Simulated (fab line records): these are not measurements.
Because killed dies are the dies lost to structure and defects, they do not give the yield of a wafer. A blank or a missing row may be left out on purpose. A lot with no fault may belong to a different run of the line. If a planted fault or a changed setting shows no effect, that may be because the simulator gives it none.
The same fault as seen by 2 desks    flow gf180mcu    each desk has only its own numbers; what lay behind them comes last

## FOR THE TOOL OWNER'S DESK: implanter-03
The tool's own readings at GF_HV_LDD_IMPLANT_35, given as means over the sampled wafers that have a number, one for each lot that went through this tool. Marked OUT: a lot whose mean sits more than 4 standard deviations from the usual mean, which makes it out of limits; the brackets give that distance.
Columns: A = beam-energy-keV at GF_HV_LDD_IMPLANT_35, usual 60.006; B = rotation-deg at GF_HV_LDD_IMPLANT_35, usual 180.00 degrees
lot   first seen here  A                         B
L202  day 11 19:54     60.024                    179.98
L204  day 12 07:13     59.998                    180.02
L207  day 13 11:38     60.010                    180.01
L213  day 15 09:07     59.981                    180.03
L221  day 18 08:01     45.432 (-99 or more) OUT  180.01
L222  day 18 17:32     45.400 (-99 or more) OUT  180.01
Finding of this desk: L221, L222 out of limits; the first was L221 at day 18 08:01, on beam-energy-keV at GF_HV_LDD_IMPLANT_35. L202, L204, L207, L213 stayed within limits.

## AT THE METROLOGY DESK
Means of the sampled wafers that have a number, per lot and without regard to the tool the lot ran on: this is what the gauges read. Marked OUT: a lot whose mean sits more than 4 standard deviations from the usual mean, which makes it out of limits; the brackets give that distance.
Columns: A = POLY_GATE_OVL at GF_POLY_GATE_OVL_MEAS_11, usual -1 nm; B = HV_LDD_03_OVL at GF_HV_LDD_OVL_MEAS_47, usual -0.1 nm; C = HV_LDD_RS at GF_HV_LDD_RS_MEAS_53, usual 418.5 ohm/sq
lot   first seen here  A   B     C
L202  day 9 11:17      1   -0.9  418.5
L203  day 9 15:50      -1  0.6   417.8
L204  day 9 21:50      -1  1.8   417.5
L205  day 10 06:01     -9  0.3   418.5
L206  day 10 13:53     -3  -1.8  419.5
L207  day 10 22:00     2   0.7   418.3
L209  day 11 12:58     -2  -1.7  417.0
L212  day 12 15:35     2   -2.2  418.9
L213  day 12 17:14     -4  -1.4  417.8
L221  day 15 05:35     -4  -1.1  411.5 (-7.4) OUT
L222  day 15 13:54     -4  1.0   411.1 (-7.9) OUT
L223  day 15 20:31     6   -0.5  417.8
L224  day 16 09:55     -3  -1.3  419.7
This desk's finding: out of limits on L221, L222; first on L221, day 19 08:59 (HV_LDD_RS at GF_HV_LDD_RS_MEAS_53). L202, L203, L204, L205, L206, L207, L209, L212, L213, L223, L224 stayed within limits.

## TAKEN TOGETHER
The tool owner's desk could have raised an alarm at day 18 08:01, on L221, L222.
On L221, L222, the metrology desk was in a position to raise an alarm at day 19 08:59.
All the named lots went through GF_HV_LDD_IMPLANT_35 on implanter-03.

## WHAT THE SIMULATOR HAD PUT IN
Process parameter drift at GF_HV_LDD_IMPLANT_35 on implanter-03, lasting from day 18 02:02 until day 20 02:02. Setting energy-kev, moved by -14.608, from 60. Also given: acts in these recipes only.
Struck lots among those shown: L221, L222.
Counting hours from when the fault started, the first reading out of limits came at 6 for the tool owner's desk and at 31 for the metrology desk.
